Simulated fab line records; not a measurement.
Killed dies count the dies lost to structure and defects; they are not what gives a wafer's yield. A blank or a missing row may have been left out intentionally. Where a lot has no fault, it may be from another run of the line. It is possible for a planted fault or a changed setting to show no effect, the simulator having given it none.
fab line records ; flow sfqLine
record lots=10; wafers=30; lastDay=100
route steps=325 shown M2@95 I4@165 I6@279 M7@283
lots that met no fault: taken from a fault-free run of the same line
startH: hours from the record's opening day to when the first of the lot's shown wafers began ; waitH: hours since the lot's step before ; " unchanged from the row above ; L1.1+2: several wafers, shown together as one row ; - no value, or no start given ; * or withheld: withheld ; < > ~ a bound
route shown NAME@n: NAME is a module with steps in the file, n the number in the route of the first one ; usual: mean/standard deviation taken from wafers without a fault ; same: alike in all rows ; chamber/n: place in a boat ; sites: each site's reading ; _std_site: standard deviation of those values ; _edge_site: inner sites' mean taken away from outer sites' mean ; radiusMm: for every site, how far away it sits from the centre of the wafer ; mask NAME#n: copy n ; behind: tool/chamber where the wafer was last shaped ; hold: the reason the lot was held/the length of the hold in hours/how it ended ; device: transistor that didn't switch, given as n, p or np ; end of line: tests run on the same wafers once the route is complete ; a step with no rows: only its recipe ; killed: at the first sort, the dies lost to defects and structure; wafer yield is something else ; map: dies across one wafer; x = killed, . = not, _ = none there
set.NAME: setting as actually run; set.NAME@STEP: the setting as run at that earlier step ; model.NAME: the simulator's own value behind a step, which no gauge read
the route's steps for a sample of lots (tables are steps, rows are wafers)
services: from which hour (startH, from the record's first day; less than 0 if before it) a tool's chamber was out of use, for how many hours, and why
## steps
# step SFQ_TRILAYER_M2_LITHO_EXPOSE_058
# recipe maskId=M2; na=0.6; sourceShape=conventional; sigmaOuter=0.65; targetCdNm=500; doseMj=14.4
lot.wafer;tool;chamber;startH;waitH;mask
L817.1+2+3;krfScanner-01;0;869.19;-;M2#0
L818.1+3+5;krfScanner-01;0;900.39;-;M2#0
L819.2+4+6;krfScanner-02;0;909.11;-;M2#0
L820.2+3+6;krfScanner-02;0;916.31;-;M2#0
L821.2+4+6;krfScanner-02;0;924.71;-;M2#0
L825.1+2+4;krfScanner-01;0;992.65;-;M2#0
L826.3+4+6;krfScanner-02;0;1006.37;-;M2#0
L827.1+3+5;krfScanner-02;0;1022.77;-;M2#0
L831.1+2+5;krfScanner-01;0;1046.57;-;M2#0
L839.1+4+5;krfScanner-02;0;1112.50;-;M2#0
# step SFQ_M2_OVL_MEAS_916
# usual M2_OVL=-3/5.3
lot.wafer;tool;chamber;startH;waitH;M2_OVL[nm]
L817.1;overlay-01;-;870.69;0.1;2
L817.2;overlay-01;-;870.69;0.1;-4
L817.3;overlay-01;-;870.69;0.1;-4
L818.1;overlay-02;-;901.89;0.1;-15
L818.3;overlay-02;-;901.89;0.1;-21
L818.5;overlay-02;-;901.89;0.1;-17
L819.2;overlay-01;-;910.42;0.1;-1
L819.4;overlay-01;-;910.42;0.1;-6
L819.6;overlay-01;-;910.42;0.1;-2
L820.2;overlay-02;-;917.62;0.1;-5
L820.3;overlay-02;-;917.62;0.1;-7
L820.6;overlay-02;-;917.62;0.1;-2
L821.2;overlay-01;-;926.02;0.1;5
L821.4;overlay-01;-;926.02;0.1;4
L821.6;overlay-01;-;926.02;0.1;9
L825.1;overlay-01;-;994.15;0.1;84
L825.2;overlay-01;-;994.15;0.1;87
L825.4;overlay-01;-;994.15;0.1;86
L826.3;overlay-01;-;1007.48;0.1;-3
L826.4;overlay-01;-;1007.48;0.1;-2
L826.6;overlay-01;-;1007.48;0.1;-7
L827.1;overlay-01;-;1024.27;0.1;1
L827.3;overlay-01;-;1024.27;0.1;1
L827.5;overlay-01;-;1024.27;0.1;0
L831.1;overlay-01;-;1048.07;0.1;89
L831.2;overlay-01;-;1048.07;0.1;86
L831.5;overlay-01;-;1048.07;0.1;84
L839.1;overlay-02;-;1114.00;0.1;-8
L839.4;overlay-02;-;1114.00;0.1;-2
L839.5;overlay-02;-;1114.00;0.1;-4
# step SFQ_I4_BOW_MEAS_927
# recipe mode=bow
# usual I4_BOW=5/10
lot.wafer;tool;chamber;startH;waitH;I4_BOW[um]
L817.1;filmMetro-02;-;1345.53;2.5;-14
L817.2;filmMetro-02;-;1345.53;2.5;0
L817.3;filmMetro-02;-;1345.53;2.5;-6
L818.1;filmMetro-01;-;1373.55;1.0;-8
L818.3;filmMetro-01;-;1373.55;1.0;-14
L818.5;filmMetro-01;-;1373.55;1.0;-10
L819.2;filmMetro-01;-;1380.93;2.0;15
L819.4;filmMetro-01;-;1380.93;2.0;4
L819.6;filmMetro-01;-;1380.93;2.0;-1
L820.2;filmMetro-02;-;1386.77;2.5;-7
L820.3;filmMetro-02;-;1386.77;2.5;-1
L820.6;filmMetro-02;-;1386.77;2.5;5
L821.2;filmMetro-02;-;1393.97;1.5;9
L821.4;filmMetro-02;-;1393.97;1.5;12
L821.6;filmMetro-02;-;1393.97;1.5;3
L825.1;filmMetro-01;-;1438.47;1.5;8
L825.2;filmMetro-01;-;1438.47;1.5;2
L825.4;filmMetro-01;-;1438.47;1.5;3
L826.3;filmMetro-01;-;1451.71;2.0;12
L826.4;filmMetro-01;-;1451.71;2.0;5
L826.6;filmMetro-01;-;1451.71;2.0;-3
L827.1;filmMetro-02;-;1467.65;1.5;14
L827.3;filmMetro-02;-;1467.65;1.5;16
L827.5;filmMetro-02;-;1467.65;1.5;4
L831.1;filmMetro-01;-;1489.61;1.5;21
L831.2;filmMetro-01;-;1489.61;1.5;16
L831.5;filmMetro-01;-;1489.61;1.5;24
L839.1;filmMetro-01;-;1518.00;1.0;3
L839.4;filmMetro-01;-;1518.00;1.0;4
L839.5;filmMetro-01;-;1518.00;1.0;-3
# step SFQ_TRILAYER_I6_VIA_STRIP_STRIP_173
# recipe gas=O2; powerW=200; platenTempC=40; overashFraction=0.65; chemistry=O2; pressureMtorr=50
# usual drypumpMotorCurrentA=5.8/0.4; oesProductAu=0.997/0.01
lot.wafer;tool;chamber;startH;waitH;drypumpMotorCurrentA;oesProductAu;rfHoursCounterH
L817.1;rieMetal-04;1;1799.69;-;6.1;1.015;79
L817.2;rieMetal-04;0;1799.69;-;6.7;1.000;20
L817.3;rieMetal-04;1;1799.69;-;6.1;1.009;-
L818.1;rieMetal-04;1;1834.54;-;6.1;1.018;83
L818.3;rieMetal-04;1;1834.54;-;6.1;1.006;-
L818.5;rieMetal-04;1;1834.54;-;6.1;1.011;-
L819.2;rieMetal-04;0;1837.54;-;6.7;1.004;25
L819.4;rieMetal-04;1;1837.54;-;6.1;1.014;-
L819.6;rieMetal-04;0;1837.54;-;6.7;1.003;-
L820.2;rieMetal-03;0;1838.86;-;6.0;0.993;89
L820.3;rieMetal-03;0;1838.86;-;6.0;0.987;-
L820.6;rieMetal-03;0;1838.86;-;6.0;0.994;-
L821.2;rieMetal-01;1;1842.46;-;5.5;0.988;44
L821.4;rieMetal-01;0;1842.46;-;5.9;1.004;-
L821.6;rieMetal-01;1;1842.46;-;5.5;0.989;-
L825.1;rieMetal-01;1;2036.26;-;5.4;0.997;65
L825.2;rieMetal-01;0;2036.26;-;5.8;1.015;105
L825.4;rieMetal-01;1;2036.26;-;5.4;0.996;-
L826.3;rieMetal-01;1;2055.50;-;5.5;0.997;-
L826.4;rieMetal-01;0;2055.50;-;5.8;1.001;-
L826.6;rieMetal-01;0;2055.50;-;5.8;1.005;-
L827.1;rieMetal-03;0;2089.10;-;6.0;0.995;121
L827.3;rieMetal-03;0;2089.10;-;6.0;0.994;-
L827.5;rieMetal-03;1;2089.10;-;5.3;0.990;-
L831.1;rieMetal-03;0;2117.23;-;6.0;0.991;124
L831.2;rieMetal-03;1;2117.23;-;5.3;0.982;12
L831.5;rieMetal-03;1;2117.23;-;5.3;0.971;-
L839.1;rieMetal-01;1;2149.96;-;5.5;0.988;78
L839.4;rieMetal-01;0;2149.96;-;5.8;0.999;-
L839.5;rieMetal-01;0;2149.96;-;5.8;1.007;-
# step SFQ_M7_RS_MEAS_943
# recipe thkMeasGauge=four-point-probe; reads=Nb_of_TRILAYER_M7_DEP_SPUTTER_175
# usual M7_NB_RS=0.889/0.011
lot.wafer;tool;chamber;startH;waitH;M7_NB_RS[ohm/sq]
L817.1;filmMetro-03;-;1800.59;0.0;0.892
L817.2;filmMetro-03;-;1800.59;0.0;0.887
L817.3;filmMetro-03;-;1800.59;0.0;0.890
L818.1;filmMetro-02;-;1835.44;0.0;0.890
L818.3;filmMetro-02;-;1835.44;0.0;0.883
L818.5;filmMetro-02;-;1835.44;0.0;0.884
L819.2;filmMetro-02;-;1838.46;0.1;0.904
L819.4;filmMetro-02;-;1838.46;0.1;0.889
L819.6;filmMetro-02;-;1838.46;0.1;0.905
L820.2;filmMetro-03;-;1839.78;0.1;0.908
L820.3;filmMetro-03;-;1839.78;0.1;0.888
L820.6;filmMetro-03;-;1839.78;0.1;0.893
L821.2;filmMetro-04;-;1843.38;0.1;0.907
L821.4;filmMetro-04;-;1843.38;0.1;0.898
L821.6;filmMetro-04;-;1843.38;0.1;0.895
L825.1;filmMetro-04;-;2037.16;0.0;0.875
L825.2;filmMetro-04;-;2037.16;0.0;0.868
L825.4;filmMetro-04;-;2037.16;0.0;0.878
L826.3;filmMetro-03;-;2056.24;0.1;0.879
L826.4;filmMetro-03;-;2056.24;0.1;0.887
L826.6;filmMetro-03;-;2056.24;0.1;0.886
L827.1;filmMetro-02;-;2090.00;0.0;0.903
L827.3;filmMetro-02;-;2090.00;0.0;0.899
L827.5;filmMetro-02;-;2090.00;0.0;0.904
L831.1;filmMetro-02;-;2118.13;0.0;0.890
L831.2;filmMetro-02;-;2118.13;0.0;0.896
L831.5;filmMetro-02;-;2118.13;0.0;0.885
L839.1;filmMetro-03;-;2150.89;0.0;0.874
L839.4;filmMetro-03;-;2150.89;0.0;0.884
L839.5;filmMetro-03;-;2150.89;0.0;0.894
## services
tool;chamber;startH;hours;kind
krfScanner-02;-;897.11;1.3;pm
krfScanner-02;-;904.66;1.0;pm
krfScanner-02;-;953.31;0.8;pm
krfScanner-02;-;971.86;0.6;repair
krfScanner-02;-;1045.78;6.9;repair
krfScanner-02;-;1052.70;3.6;pm
krfScanner-02;-;1074.10;1.3;pm
krfScanner-02;-;1075.40;1.0;pm
krfScanner-02;-;1119.70;0.8;pm
krfScanner-02;-;1120.59;2.0;repair
krfScanner-02;-;1144.28;0.5;repair
krfScanner-02;-;1242.93;1.0;pm
krfScanner-02;-;1249.69;1.3;pm
krfScanner-02;-;1270.57;1.3;repair
krfScanner-02;-;1289.10;0.8;pm
krfScanner-02;-;1412.38;1.0;pm
krfScanner-02;-;1425.54;1.3;pm
krfScanner-02;-;1458.23;0.8;pm
krfScanner-02;-;1489.68;4.0;pm
krfScanner-02;-;1528.01;0.3;repair
krfScanner-02;-;1581.34;1.0;pm
krfScanner-02;-;1595.56;4.1;repair
krfScanner-02;-;1598.30;0.9;repair
krfScanner-02;-;1600.89;1.3;pm
## key
firstSign step=SFQ_M2_OVL_MEAS_916; reading=M2_OVL; direction=up; sigmas=17; usual=-3; struck=86
effect none on later readings
metAt SFQ_TRILAYER_M2_LITHO_EXPOSE_058
struckLots L825,L831
notActingAt SFQ_I4_BOW_MEAS_927,SFQ_TRILAYER_I6_VIA_STRIP_STRIP_173,SFQ_M7_RS_MEAS_943
onsetBetween 900.39 992.65
fault kind=scannerMatchingOverlay; tool=krfScanner-01; chamber=-; onsetH=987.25; steps=SFQ_TRILAYER_M2_LITHO_EXPOSE_058; offset=87.633
